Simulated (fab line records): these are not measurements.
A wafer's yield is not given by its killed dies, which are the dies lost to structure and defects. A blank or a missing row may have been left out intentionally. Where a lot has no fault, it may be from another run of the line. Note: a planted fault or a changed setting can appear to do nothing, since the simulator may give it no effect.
Struck lot and sound lot, side by side | flow sky130 | 17 out of 708 route steps
Sound: these wafers, L616.2, L616.4, L616.5. Struck: wafer L609.2 (left out: L609.4, L609.6 of the same lot, which were not struck); the cause appears at the end.
At each step with rows: each side's tool, then ch and its chambers, then its first start. Under that, the readings that differ: sound wafers | struck wafers | difference of the means | sigmas: that difference in standard deviations of wafers without a fault.
alike: readings with means less than 2 such deviations apart, plus words and numbers identical on both sides. not compared: withheld readings, readings lacking a value on some wafer, bounds such as >300 that could conceal the same value, and numbers that have no deviation in the record and whose values overlap.
The two part at a step that has a row with sigmas, a row that says differs or no value, or rows on one side only. When numbers do not overlap yet have no deviation, they are printed without sigmas and do not part them. Lack of a reading on every wafer of one side parts them only where that side has two or more wafers.

first, 2 steps without rows for these wafers: SKY_LOCAL_INTERCONNECT_PEB_09; SKY_LOCAL_INTERCONNECT_DEVELOP_10 (develop time 60 s).
SKY_LOCAL_INTERCONNECT_CD_MEAS_11: target cd 170 nm.
  struck on cd-sem-01, day 34 17:25; sound on cd-sem-02, day 36 14:25
  alike: cd-nm
SKY_LOCAL_INTERCONNECT_OVL_MEAS_12:
  struck on overlay-02, day 34 17:32; sound on overlay-02, day 36 14:31
  alike: LOCAL_INTERCONNECT_OVL
SKY_LOCAL_INTERCONNECT_ETCH_13: etches BARC in N2/H2, stops on SiO2, time 45.9 s, target depth 60 nm.
  sound on rie-metal-01 ch 0,1, day 36 14:33; struck on rie-metal-04 ch 1, day 34 17:34
  alike: drypump-motor-current-A, oes-product-au, rf-fwd-power-W, throttle-valve-pct
  not compared: rf-hours-counter-h
SKY_LOCAL_INTERCONNECT_METAL_ETCH_14: etches TiN in Cl2/BCl3, stops on PSG, target depth 110 nm, time 31.4 s.
  sound on rie-metal-01 ch 0,1, day 36 14:37; struck on rie-metal-04 ch 1, day 34 17:37
  reading                | sound                | struck | difference | sigmas
  throttle-valve-pct (%) | 21.927 21.906 21.901 | 21.885 | -0.026     | -2
  alike: bcl3-flow-sccm, drypump-motor-current-A, oes-product-au, rf-fwd-power-W
  not compared: rf-hours-counter-h
SKY_LOCAL_INTERCONNECT_STRIP_15: strips in O2/N2.
  sound on plasma-asher-01 ch 0,1, day 36 14:40; struck on plasma-asher-01 ch 0, day 34 17:40
  alike: drypump-motor-current-A, oes-product-au, strip-time-to-endpoint-s
  not compared: rf-hours-counter-h
then, 3 steps without rows for these wafers: SKY_LOCAL_INTERCONNECT_STRIP_16 (strips in post etch residue remover, time 1200 s); SKY_LOCAL_INTERCONNECT_CLEAN_17 (cleans in IPA, time 180 s); SKY_LOCAL_INTERCONNECT_CLEAN_18 (cleans in O3/DIW).
SKY_CONTACT_CVD_00: deposits Si3N4, target thk 75 nm.
  sound on pecvd-04 ch 0,1,2, day 36 15:16; struck on pecvd-03 ch 1, day 34 18:16
  alike: heater-power-w, rf-fwd-power-W
SKY_CONTACT_THK_MEAS_01:
  struck on film-metro-01, day 34 18:19; sound on film-metro-04, day 36 15:18
  alike: CONTACT_CVD_00_THK
SKY_CONTACT_HDPCVD_02: deposits SiO2, target thk 565 nm, time 94.2 s.
  sound on hdpcvd-01 ch 0,2, day 36 15:21; struck on hdpcvd-02 ch 0, day 34 18:22
  reading                                     | sound           | struck | difference | sigmas
  model.SiO2_of_CONTACT_HDPCVD_02.thk-nm (nm) | 577.5 567 574.5 | 954.1  | +381.1     |
SKY_CONTACT_THK_MEAS_03:
  struck on film-metro-04, day 34 18:26; sound on film-metro-02, day 36 15:26
  reading                 | sound       | struck | difference | sigmas
  CONTACT_HDPCVD_THK (nm) | 577 567 575 | 954    | +381       | +44
SKY_CONTACT_CMP_04: polishes SiO2.
  sound on cmp-01 ch 0,1,2, day 36 15:29; struck on cmp-02 ch 0, day 34 18:32
  reading                | sound    | struck | difference | sigmas
  time-to-endpoint-s (s) | 88 88 88 | 236    | +148       | +27
  alike: motor-current-A
SKY_CONTACT_BOW_MEAS_05:
  struck on film-metro-04, day 34 18:49; sound on film-metro-01, day 36 15:48
  alike: CONTACT_BOW
next, for these wafers, 1 step has no rows: SKY_PAD_OPEN_PROBE_99.

WHERE THEY PART
At SKY_LOCAL_INTERCONNECT_METAL_ETCH_14 first; at SKY_CONTACT_CMP_04 last (within this record only). Later steps at which nothing parts them and some readings are alike: SKY_CONTACT_BOW_MEAS_05.

WHY: what the simulator had put in
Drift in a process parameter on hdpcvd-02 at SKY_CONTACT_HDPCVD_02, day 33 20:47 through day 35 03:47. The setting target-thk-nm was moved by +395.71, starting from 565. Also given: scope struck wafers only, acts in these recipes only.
